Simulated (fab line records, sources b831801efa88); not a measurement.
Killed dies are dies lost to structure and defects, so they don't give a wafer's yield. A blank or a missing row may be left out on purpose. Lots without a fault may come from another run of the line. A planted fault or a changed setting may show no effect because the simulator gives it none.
fab line records | flow sky130
record lots=6 wafers=17 last_day=50
route steps=708 shown METAL1@446 VIA1@458 PAD_OPEN@708
lots that met no fault: from a run of the same line without faults
start_h: hours from the record's first day to the start of the lot's first wafer shown | wait_h: hours since the lot's step before | " the same as in the row above | L1.1+2: a row that stands for several wafers | - no value, or no start given | * or withheld: withheld | < > ~ a bound
route shown NAME@n: a module of which the file shows steps, and the number in the route of the first | usual: mean/standard deviation of fault-free wafers | same: alike in all rows | chamber/n: place in a boat | sites: the reading at each site | _std_site: their standard deviation | _edge_site: outer sites' mean less inner sites' | radius_mm: how far each site lies from the wafer's centre | mask NAME#n: copy n | behind: the tool/chamber that last shaped the wafer | hold: why the lot was held/for how many hours/how that ended | device: the transistor (n, p or np) that didn't switch | end of line: the same wafers' tests at the end of the route | a step without rows: its recipe alone | killed: dies lost to structure and defects at the first sort, not the wafer's yield | map: a wafer's dies, x killed, . not, _ none there
set.NAME: the setting as run; set.NAME@STEP: as run at that earlier step | model.NAME: the simulator's own value behind a step, which no gauge read
lots at some steps of the route; a table a step, a row a wafer
services: from which hour (start_h, from the record's first day; less than 0 if before it) a tool's chamber was out of use, for how many hours, and why
## steps
# step SKY_METAL1_EXPOSE_12
# recipe mask_id=MM1 na=0.8 source_shape=annular sigma_inner=0.55 sigma_outer=0.85 target_cd_nm=140 dose_mj=28
# step SKY_METAL1_PEB_13
# recipe peb_temp_c=withheld peb_time_s=withheld resist=KrF-thick
# step SKY_METAL1_DEVELOP_14
# recipe develop_time_s=60 resist=KrF-thick dev_temp_c=21
# step SKY_METAL1_CD_MEAS_15
# recipe target_cd_nm=140
# usual cd_nm=140.3/1.7
# columns lot.wafer tool chamber start_h wait_h cd_nm
L372.2 cd_sem-01 - 775.05 - 141.0
L372.4 " - " " 140.4
L372.6 " - " " 140.9
L374.2 cd_sem-01 - 793.31 - 141.1
L374.4 " - " " 137.8
L374.6 " - " " 140.0
L378.1 cd_sem-01 - 828.55 - 144.2
L378.5 " - " " 141.7
L378.6 " - " " 141.6
L382.1 cd_sem-01 - 856.20 - 139.2
L382.6 " - " " 139.2
L388.1 cd_sem-01 - 897.90 - 141.5
L388.3 " - " " 142.2
L388.6 " - " " 141.9
L391.1 cd_sem-01 - 923.04 - 141.7
L391.3 " - " " 139.5
L391.6 " - " " 141.0
# step SKY_METAL1_OVL_MEAS_16
# usual METAL1_OVL=2/5.5
# columns lot.wafer tool chamber start_h wait_h METAL1_OVL[nm]
L372.2 overlay-02 - 775.16 0.1 6
L372.4 " - " " 3
L372.6 " - " " 0
L374.2 overlay-02 - 793.41 0.1 -10
L374.4 " - " " -5
L374.6 " - " " -10
L378.1 overlay-02 - 828.67 0.1 1
L378.5 " - " " -3
L378.6 " - " " -4
L382.1 overlay-01 - 856.32 0.1 12
L382.6 " - " " 2
L388.1 overlay-02 - 898.02 0.1 3
L388.3 " - " " 3
L388.6 " - " " -4
L391.1 overlay-02 - 923.16 0.1 -6
L391.3 " - " " -2
L391.6 " - " " -6
# step SKY_METAL1_DESCUM_17
# recipe chemistry=O2 source_power_w=150 bias_power_w=0 pressure_mtorr=10 temp_c=40 time_s=8
# usual drypump_motor_current_A=5.7/0.35 he_backside_leak_sccm=3.39/0.16 oes_product_au=0.991/0.014 temp_c=40.02/0.11
# columns lot.wafer tool chamber start_h wait_h drypump_motor_current_A he_backside_leak_sccm oes_product_au rf_hours_counter_h temp_c
L372.2 rie_metal-02 1 775.19 0.0 6.0 3.28 1.017 16 39.92
L372.4 " 0 " " 5.9 3.43 0.995 - 40.10
L372.6 " 1 " " 6.0 3.26 1.029 - 40.21
L374.2 rie_metal-01 1 793.44 0.0 5.4 3.52 0.974 14 39.90
L374.4 " 1 " " 5.5 3.54 0.980 - 39.94
L374.6 " 0 " " 5.4 3.35 0.968 - 39.98
L378.1 rie_metal-01 1 828.70 0.0 5.4 3.50 1.016 1 40.13
L378.5 " 0 " " 5.4 3.36 0.975 - 40.17
L378.6 " 1 " " 5.4 3.70 1.008 - 39.99
L382.1 rie_metal-02 1 856.36 0.0 6.0 3.21 0.998 1 40.10
L382.6 " 0 " " 5.8 3.54 0.991 - 39.77
L388.1 rie_metal-03 1 898.05 0.0 4.8 3.28 0.989 11 39.91
L388.3 " 1 " " 4.8 3.15 1.001 - 39.92
L388.6 " 1 " " 4.8 3.44 0.992 - 39.79
L391.1 rie_metal-03 1 923.19 0.0 4.9 3.54 0.994 12 39.71
L391.3 " 0 " " 6.0 3.59 0.995 - 39.98
L391.6 " 0 " " 6.0 3.37 1.001 - 40.06
# step SKY_METAL1_ETCH_18
# recipe chemistry=N2/H2 target=BARC ion_energy_ev=200 bias_w=100 pressure_mtorr=30 n2_flow_sccm=100 h2_flow_sccm=200 icp_w=500 stop_on=SiO2 time_s=45.9 target_depth_a=600
# usual bias_w=99.97/0.27 drypump_motor_current_A=5.7/0.35 he_backside_leak_sccm=3.5/0.34 oes_product_au=0.854/0.0045 throttle_valve_pct=13.224/0.0094
# columns lot.wafer tool chamber start_h wait_h bias_w drypump_motor_current_A he_backside_leak_sccm oes_product_au rf_hours_counter_h throttle_valve_pct
L372.2 rie_metal-02 1 775.22 0.0 100.23 6.0 3.2 0.851 16 13.230
L372.4 " 0 " " 99.84 5.9 3.4 0.852 - 13.226
L372.6 " 1 " " 100.06 6.0 3.3 0.857 - 13.230
L374.2 rie_metal-01 1 793.47 0.0 99.80 5.5 3.6 0.856 14 13.222
L374.4 " 1 " " 99.66 5.5 3.6 0.850 - 13.230
L374.6 " 0 " " 100.03 5.4 3.3 0.856 - 13.219
L378.1 rie_metal-01 1 828.73 0.0 100.09 5.4 3.4 0.855 1 13.207
L378.5 " 0 " " 99.74 5.4 3.3 0.858 - 13.240
L378.6 " 1 " " 100.07 5.5 3.4 0.846 - 13.243
L382.1 rie_metal-02 1 856.39 0.0 99.78 6.0 3.1 0.857 1 13.239
L382.6 " 0 " " 100.04 5.8 3.4 0.865 - 13.212
L388.1 rie_metal-03 1 898.08 0.0 99.54 4.8 3.7 0.849 11 13.230
L388.3 " 1 " " 99.78 4.8 3.3 0.848 - 13.243
L388.6 " 1 " " 99.83 4.8 6.5 0.847 - 13.231
L391.1 rie_metal-03 1 923.22 0.0 100.40 4.8 3.1 0.858 12 13.236
L391.3 " 0 " " 99.57 6.0 3.6 0.860 - 13.220
L391.6 " 0 " " 99.96 6.0 3.5 0.853 - 13.231
# step SKY_METAL1_METAL_ETCH_19
# recipe target_depth_a=3600 stop_on=SiO2 over_etch_frac=0.3 time_s=78 chemistry=Cl2/BCl3 resist_sidewall_deg=88 pressure_mtorr=10 icp_w=900 bias_w=48.5 Cl2_flow_sccm=60 bcl3_flow_sccm=30
# usual bias_w=48.45/0.14 drypump_motor_current_A=5.7/0.36 he_backside_leak_sccm=3.4/0.33 oes_product_au=0.854/0.0058 throttle_valve_pct=22.264/0.0093
# columns lot.wafer tool chamber start_h wait_h bias_w drypump_motor_current_A he_backside_leak_sccm oes_product_au rf_hours_counter_h throttle_valve_pct
L372.2 rie_metal-02 1 775.28 0.0 48.26 6.0 3.2 0.847 16 22.271
L372.4 " 0 " " 48.32 5.8 3.4 0.853 - 22.247
L372.6 " 1 " " 48.45 6.0 3.1 0.862 - 22.263
L374.2 rie_metal-01 1 793.54 0.0 48.54 5.4 3.6 0.860 14 22.263
L374.4 " 1 " " 48.56 5.4 3.5 0.862 - 22.260
L374.6 " 0 " " 48.60 5.4 3.3 0.852 - 22.263
L378.1 rie_metal-01 1 828.80 0.0 48.60 5.4 3.5 0.852 1 22.255
L378.5 " 0 " " 48.26 5.4 3.4 0.853 - 22.265
L378.6 " 1 " " 48.49 5.4 3.7 0.846 - 22.263
L382.1 rie_metal-02 1 856.45 0.0 48.52 6.0 3.2 0.853 1 22.273
L382.6 " 0 " " 48.42 5.8 3.4 0.858 - 22.265
L388.1 rie_metal-03 1 898.15 0.0 48.59 4.9 3.3 0.855 11 22.261
L388.3 " 1 " " 48.67 4.9 4.7 0.860 - 22.264
L388.6 " 1 " " 48.37 4.9 3.4 0.859 - 22.250
L391.1 rie_metal-03 1 923.29 0.0 48.35 4.8 3.4 0.849 12 22.266
L391.3 " 0 " " 48.56 6.0 3.6 0.852 - 22.273
L391.6 " 0 " " 48.48 6.0 3.4 0.848 - 22.262
# step SKY_METAL1_STRIP_20
# recipe chemistry=O2/N2 power_w=1400 pressure_mtorr=1500 platen_temp_c=withheld o2_flow_sccm=3000 n2_flow_sccm=300 overash_fraction=0.5
# usual drypump_motor_current_A=5.5/0.39 oes_product_au=0.344/0.0056 strip_time_to_endpoint_s=2.73/0.056
# columns lot.wafer tool chamber start_h wait_h drypump_motor_current_A oes_product_au rf_hours_counter_h strip_time_to_endpoint_s
L372.2 plasma_asher-04 0 775.37 0.1 5.2 0.339 32 2.65
L372.4 " 1 " " 5.1 0.341 - 2.76
L372.6 " 0 " " 5.2 0.348 - 2.63
L374.2 plasma_asher-02 0 793.63 0.1 6.2 0.358 5 2.78
L374.4 " 0 " " 6.3 0.351 - 2.78
L374.6 " 0 " " 6.3 0.343 - 2.82
L378.1 plasma_asher-04 1 828.89 0.1 5.2 0.349 37 2.71
L378.5 " 0 " " 5.2 0.356 - 2.83
L378.6 " 1 " " 5.1 0.345 - 2.74
L382.1 plasma_asher-03 0 856.54 0.1 5.7 0.345 104 2.66
L382.6 " 0 " " 5.7 0.346 - 2.71
L388.1 plasma_asher-02 1 898.24 0.1 5.1 0.340 16 2.74
L388.3 " 1 " " 5.1 0.341 - 2.72
L388.6 " 1 " " 5.0 0.343 - 2.72
L391.1 plasma_asher-04 1 923.38 0.1 5.1 0.349 47 2.78
L391.3 " 0 " " 5.2 0.348 - 2.71
L391.6 " 1 " " 5.1 0.342 - 2.71
# step SKY_METAL1_STRIP_21
# recipe chemistry=post_etch_residue_remover time_s=1200 temp_c=72.5
# step SKY_METAL1_CLEAN_22
# recipe chemistry=IPA time_s=180 temp_c=25
# step SKY_METAL1_CLEAN_23
# recipe chemistry=O3/DIW dry=n2_spin
# step SKY_VIA1_HDPCVD_00
# recipe material=SiO2 target_thk_nm=1030 sigma_open_frac=0.3 time_s=171.7 temp_c=400 sih4_flow_sccm=60 pressure_mtorr=6
# usual run_length_s=199.7/0.49
# columns lot.wafer tool chamber start_h wait_h run_length_s model.SiO2_of_VIA1_HDPCVD_00.thk_nm
L372.2 hdpcvd-01 2 776.12 0.0 199.7 1028
L372.4 " 0 " " 200.4 1013
L372.6 " 1 " " 199.0 1025
L374.2 hdpcvd-02 0 794.22 0.0 199.8 1023
L374.4 " 2 " " 199.6 1034
L374.6 " 0 " " 199.5 1032
L378.1 hdpcvd-01 0 829.48 0.0 156.2 751.5
L378.5 " 2 " " 199.1 1024
L378.6 " 0 " " 156.2 743.6
L382.1 hdpcvd-01 0 857.13 0.0 155.5 749.5
L382.6 " 2 " " 155.0 745.8
L388.1 hdpcvd-02 0 898.96 0.0 199.9 1013
L388.3 " 1 " " 199.5 1041
L388.6 " 2 " " 199.6 1023
L391.1 hdpcvd-02 2 924.05 0.0 199.7 1018
L391.3 " 0 " " 200.0 1027
L391.6 " 2 " " 200.3 1022
# step SKY_VIA1_THK_MEAS_01
# recipe reads=SiO2_of_VIA1_HDPCVD_00
# usual VIA1_HDPCVD_THK=1020/13
# columns lot.wafer tool chamber start_h wait_h VIA1_HDPCVD_THK[nm]
L372.2 film_metro-02 - 776.24 0.1 1028
L372.4 " - " " 1013
L372.6 " - " " 1025
L374.2 film_metro-02 - 794.40 0.1 1023
L374.4 " - " " 1034
L374.6 " - " " 1032
L378.1 film_metro-03 - 829.59 0.1 752
L378.5 " - " " 1024
L378.6 " - " " 744
L382.1 film_metro-02 - 857.25 0.1 750
L382.6 " - " " 746
L388.1 film_metro-01 - 899.07 0.1 1014
L388.3 " - " " 1041
L388.6 " - " " 1022
L391.1 film_metro-03 - 924.16 0.1 1018
L391.3 " - " " 1026
L391.6 " - " " 1022
# step SKY_VIA1_CMP_02
# recipe material=SiO2 down_force_psi=4 platen_rpm=60 pad_velocity_m_s=0.94248
# usual motor_current_A=12.2/0.9 slurry_flow_ml_min=150.0/0.5
# columns lot.wafer tool chamber start_h wait_h motor_current_A slurry_flow_ml_min
L372.2 cmp-02 0 776.41 0.2 10.7 149.2
L372.4 " 1 " " 11.7 150.1
L372.6 " 0 " " 10.8 150.2
L374.2 cmp-01 1 794.50 0.1 14.1 149.9
L374.4 " 2 " " 11.7 149.7
L374.6 " 1 " " 13.2 149.8
L378.1 cmp-01 2 829.65 0.1 12.5 149.9
L378.5 " 2 " " 12.3 150.0
L378.6 " 3 " " 11.6 149.9
L382.1 cmp-01 2 857.31 0.1 12.5 149.3
L382.6 " 3 " " 11.2 149.7
L388.3 cmp-01 1 899.18 0.1 13.9 149.9
L388.1 " 3 " " 11.0 149.8
L388.6 " 1 " " 13.3 149.8
L391.1 cmp-02 3 924.32 0.1 12.5 150.6
L391.3 " 0 " " 11.0 150.4
L391.6 " 1 " " 11.2 149.6
# step SKY_PAD_OPEN_PROBE_99
# usual defect_limited_yield=82.6/1.8 killed_at_M0_to_M3=43/6.5 killed_at_M4_up=3.1/1.8 killed_at_contacts=24/5.6 killed_at_front_end=15/4.2 killed_at_other=0.3/0.5 killed_dies=86/8.9 killed_open=47/6.9 killed_short=39/5.9 sort_bin_3_pad_short=0.9/0.39 sort_bin_5_function=10.4/1.6 sort_bin_6_memory=6.2/1 sort_n_pass=406/8.9 sort_yield_pct=82.6/1.8
# same gross_dies=492 killed_at_back_side=0 sort_bin_4_leakage[%]=0 sort_bin_8_speed[%]=0
# columns lot.wafer tool chamber start_h wait_h defect_limited_yield[%] killed_at_M0_to_M3 killed_at_M4_up killed_at_contacts killed_at_front_end killed_at_other killed_dies killed_open killed_short sort_bin_3_pad_short[%] sort_bin_5_function[%] sort_bin_6_memory[%] sort_n_pass sort_yield_pct[%]
L378.1 prober-02 - 1124.41 0.1 83.1 37 2 26 18 0 83 45 38 1.2 9.8 5.9 409 83.1
L378.5 prober-02 - 1124.61 0.2 81.3 46 4 25 17 0 92 48 44 1.2 11.0 6.5 400 81.3
L378.6 prober-02 - 1124.66 0.2 82.9 43 2 20 18 1 84 37 47 1.0 11.4 4.7 408 82.9
L388.1 prober-02 - 1174.86 0.1 82.1 45 1 26 16 0 88 45 43 1.2 9.3 7.3 404 82.1
L388.3 prober-02 - 1174.96 0.2 81.9 42 4 26 16 1 89 46 43 1.0 10.8 6.3 403 81.9
L388.6 prober-02 - 1175.11 0.2 80.7 51 2 25 17 0 95 55 40 1.0 12.0 6.3 397 80.7
# killed by level:class
L378.1 FIELD_ISO:geometric_particle:short=8 VIA2:geometric_particle:open=8 CONTACT:geometric_particle:open=8 LI_CONTACT:geometric_particle:open=7 FIELD_ISO:geometric_particle:open=6 LOCAL_INTERCONNECT:geometric_particle:short=6 VIA1:geometric_particle:open=5 VIA2:geometric_particle:short=5
L378.5 VIA1:geometric_particle:open=14 LI_CONTACT:geometric_particle:open=8 POLY_GATE:geometric_particle:open=7 CONTACT:geometric_particle:short=7 CONTACT:geometric_particle:open=7 METAL2:geometric_particle:short=7 VIA3:geometric_particle:open=6 FIELD_ISO:geometric_particle:short=5
L378.6 VIA3:geometric_particle:short=9 VIA2:geometric_particle:open=7 VIA3:geometric_particle:open=7 LOCAL_INTERCONNECT:geometric_particle:short=5 CONTACT:geometric_particle:open=5 FIELD_ISO:geometric_particle:short=4 FIELD_ISO:geometric_particle:open=4 POLY_GATE:geometric_particle:short=4
L388.1 VIA3:geometric_particle:open=9 METAL1:geometric_particle:short=8 VIA1:geometric_particle:open=8 CONTACT:geometric_particle:open=7 LI_CONTACT:geometric_particle:open=7 VIA1:geometric_particle:short=6 FIELD_ISO:geometric_particle:short=5 POLY_GATE:geometric_particle:open=5
L388.3 VIA1:geometric_particle:open=14 LI_CONTACT:geometric_particle:open=8 CONTACT:geometric_particle:short=7 CONTACT:geometric_particle:open=7 VIA1:geometric_particle:short=7 VIA3:geometric_particle:open=4 METAL2:geometric_particle:short=4 VIA2:geometric_particle:open=4
L388.6 CONTACT:geometric_particle:open=13 VIA2:geometric_particle:open=8 VIA3:geometric_particle:open=8 VIA1:geometric_particle:open=7 METAL3:geometric_particle:short=6 LI_CONTACT:geometric_particle:open=5 VIA1:geometric_particle:short=5 POLY_GATE:geometric_particle:short=4
## services
# columns tool chamber start_h hours kind
rie_metal-03 1 753.89 61.3 repair
rie_metal-01 1 760.15 20.5 repair
plasma_asher-03 - 761.68 0.8 repair
hdpcvd-02 - 770.12 0.3 repair
cmp-02 - 770.27 2.5 repair
cmp-01 - 772.61 15.7 repair
rie_metal-03 0 784.91 6.7 repair
hdpcvd-01 - 791.96 5.7 repair
hdpcvd-02 1 793.96 4.4 repair
rie_metal-01 1 797.82 - clean
rie_metal-01 1 797.82 15.2 scheduled_down
rie_metal-01 1 797.82 15.2 vent_cycle
rie_metal-01 - 803.63 0.2 repair
plasma_asher-03 - 803.68 15.6 repair
rie_metal-02 1 821.33 - clean
cmp-01 - 824.60 0.7 repair
plasma_asher-04 - 863.65 2.8 pm
hdpcvd-02 - 872.14 0.9 repair
cmp-02 - 875.67 2.1 repair
plasma_asher-03 - 890.27 4.5 repair
plasma_asher-03 - 903.29 0.5 repair
plasma_asher-02 - 908.50 3.0 repair
cmp-01 - 912.15 4.0 pm
rie_metal-03 0 913.10 4.9 repair
## key
first_sign step=SKY_VIA1_HDPCVD_00 reading=run_length_s direction=down sigmas=90 usual=* struck=*
effect step=SKY_VIA1_THK_MEAS_01 reading=VIA1_HDPCVD_THK direction=down sigmas=21 usual=1020 struck=748
model_effect step=SKY_VIA1_HDPCVD_00 value=SiO2_of_VIA1_HDPCVD_00.thk_nm without=1014 struck=747.6
met_at SKY_VIA1_HDPCVD_00
struck_wafers L378.1,L378.6,L382.1,L382.6
onset_between 776.12 829.48
fault kind=process_parameter_drift tool=hdpcvd-01 chamber=- onset_h=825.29 steps=SKY_VIA1_HDPCVD_00 channel=time_s offset=* shape=step end_h=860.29 scope=struck_wafers_only acts_in=* stated=*
